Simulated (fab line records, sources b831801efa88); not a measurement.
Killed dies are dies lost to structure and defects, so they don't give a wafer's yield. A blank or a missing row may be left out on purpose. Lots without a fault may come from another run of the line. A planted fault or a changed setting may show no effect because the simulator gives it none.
One fault seen from 2 desks | flow sky130 | each desk has only its own numbers; what lay behind them comes last

THE TOOL OWNER'S DESK: litho_track-01
The tool's own readings at SKY_METAL1_DEHYDRATE_07 (time 60 s): means of the sampled wafers that have a number, for each lot that ran on this tool. A lot is out of limits, marked OUT, if its mean lies more than 4 standard deviations from the usual mean; the brackets give that distance.
Columns: A = resist_line_temp_C at SKY_METAL1_DEHYDRATE_07, usual 22.97 C; B = run_length_s at SKY_METAL1_DEHYDRATE_07, usual 89.08 s
lot  | first seen here | A     | B
L209 | day 32 17:16    | 23.08 | 88.94
L212 | day 33 11:13    | 22.96 | 88.81
L215 | day 34 16:30    | 22.97 | 88.91
L218 | day 35 11:01    | 23.04 | 92.90 (+17) OUT
L219 | day 35 16:37    | 23.01 | 92.99 (+18) OUT
L229 | day 38 21:57    | 23.03 | 88.85
This desk's finding: out of limits on L218, L219; first on L218, day 35 11:01 (run_length_s at SKY_METAL1_DEHYDRATE_07). In limits: L209, L212, L215, L229.

THE METROLOGY DESK
What the gauges read, lot by lot, whatever tool the lot ran on: means of the sampled wafers that have a number. A lot is out of limits, marked OUT, if its mean lies more than 4 standard deviations from the usual mean; the brackets give that distance.
Columns: A = cd_nm at SKY_LOCAL_INTERCONNECT_CD_MEAS_11, usual 169.6 nm
lot  | first seen here | A
L207 | day 30 14:15    | 168.5
L209 | day 30 21:28    | 172.4
L211 | day 30 23:22    | 169.8
L210 | day 31 12:42    | 167.6
L212 | day 31 16:18    | 171.6
L215 | day 32 22:34    | 171.9
L218 | day 33 16:34    | 169.9
L219 | day 33 23:06    | 170.0
L225 | day 35 22:46    | 170.1
L228 | day 36 22:19    | 169.8
L229 | day 37 05:20    | 171.4
L230 | day 37 21:16    | 169.3
This desk's finding: nothing out of limits on any of the 12 lots.

PUT TOGETHER
The tool owner's desk could have raised an alarm at day 35 11:01, on L218, L219.
The metrology desk saw nothing out of limits.
The metrology desk has L218, L219 on record, within its limits.
Of the lots named, all ran SKY_METAL1_DEHYDRATE_07 on litho_track-01.

WHAT THE SIMULATOR HAD PUT IN
Process parameter drift: litho_track-01, from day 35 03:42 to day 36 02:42, at SKY_METAL1_DEHYDRATE_07. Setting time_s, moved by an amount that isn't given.
Lots struck among those shown: L218, L219.
Hours from the fault's start to each desk's first reading out of limits: the tool owner's desk, 7.
